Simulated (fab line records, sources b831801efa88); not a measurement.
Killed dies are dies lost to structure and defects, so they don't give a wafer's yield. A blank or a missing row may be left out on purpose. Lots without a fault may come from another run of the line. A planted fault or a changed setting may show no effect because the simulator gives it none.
Problem report in the 8D (eight disciplines) form, filled by code | flow sky130 | the parts of the form that need people (team, actions taken, sign-off) are left out

1. THE PROBLEM
SD_N_RS at SKY_SD_N_RS_MEAS_16 reads a mean of 70.09 ohm/sq on 4 wafers of 3 lots; wafers without a fault read 68.56 ohm/sq with a standard deviation of 0.12. That is +13 standard deviations from the usual mean.
The step: measures by four-point-probe.
First seen on wafer L987.1, day 29 12:58, on film_metro-04. The record holds 33 wafers of 12 lots with a number at this step. Rule for "out", or "out of limits": more than 4 standard deviations from the usual mean. The other wafers with a number count as sound.

2. WHAT IT IS AND WHAT IT IS NOT
question                    | is                             | is not
which readings at this step | SD_N_RS                        | -
which lots                  | L987, L990, L991               | L101, L103, L104, L106, L983, L984, L985, L986, L997
which wafers of those lots  | L987.1, L987.6, L990.6, L991.1 | L990.2, L991.2
read on which gauges        | film_metro-01, film_metro-04   | film_metro-02
when                        | from day 29 12:58              | up to then (12 sound wafers); but 17 sound wafers of L101, L103, L104, L106, L990, L991, L997 came after

3. SUSPECTS, AND WHAT RULES EACH OUT
Counting: a tool at a process step up to the reading stays a suspect if it ran every lot that is out. Sound lots after the first of them don't rule it out here, since some wafers of a struck lot are sound.
- the gauge at SKY_SD_N_RS_MEAS_16: ruled out. The wafers that are out were read on 2 gauges (film_metro-01, film_metro-04).
- implanter-02 at SKY_SD_N_IMPLANT_09: kept. It ran every lot that is out, first L987 (day 29 12:17); its last sound lot up to then is L985 (day 29 09:51).
Left after counting: implanter-02 at SKY_SD_N_IMPLANT_09.

4. THE CAUSE (what the simulator had put in)
Process parameter drift: implanter-02, from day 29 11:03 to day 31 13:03, at SKY_SD_N_IMPLANT_09. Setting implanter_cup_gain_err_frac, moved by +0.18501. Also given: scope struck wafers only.
Counting left only this tool.

5. THE CHAIN OF EFFECTS, in route order
Each row: a reading whose mean over the struck wafers that have a number lies more than 3 standard deviations from the usual. Only readings for which the record gives a usual standard deviation are gone through. hours: the time from each lot's start at the first step in this table that gives one to its start at this step, as a median over the lots. sigmas: the change in usual standard deviations.
hours | step                | reading                  | usual        | on struck wafers | change | sigmas
0     | SKY_SD_N_STRIP_11   | strip_time_to_endpoint_s | 22.57 s      | 21.98            | -0.59  | -13
0     | SKY_SD_N_RS_MEAS_16 | SD_N_RS                  | 68.56 ohm/sq | 70.09            | +1.53  | +13
The process steps in it:
- SKY_SD_N_STRIP_11: strips in O2/N2.

6. WHAT WOULD HAVE CAUGHT IT SOONER
In this record the first reading out of limits at a measuring or inspecting step was taken at day 29 12:58, 2 hours after the fault began at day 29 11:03.
Of the lots that are out (3), L990, L991 began SKY_SD_N_IMPLANT_09 on implanter-02 after day 29 12:58. A hold on the tool at that time would have spared those 2.
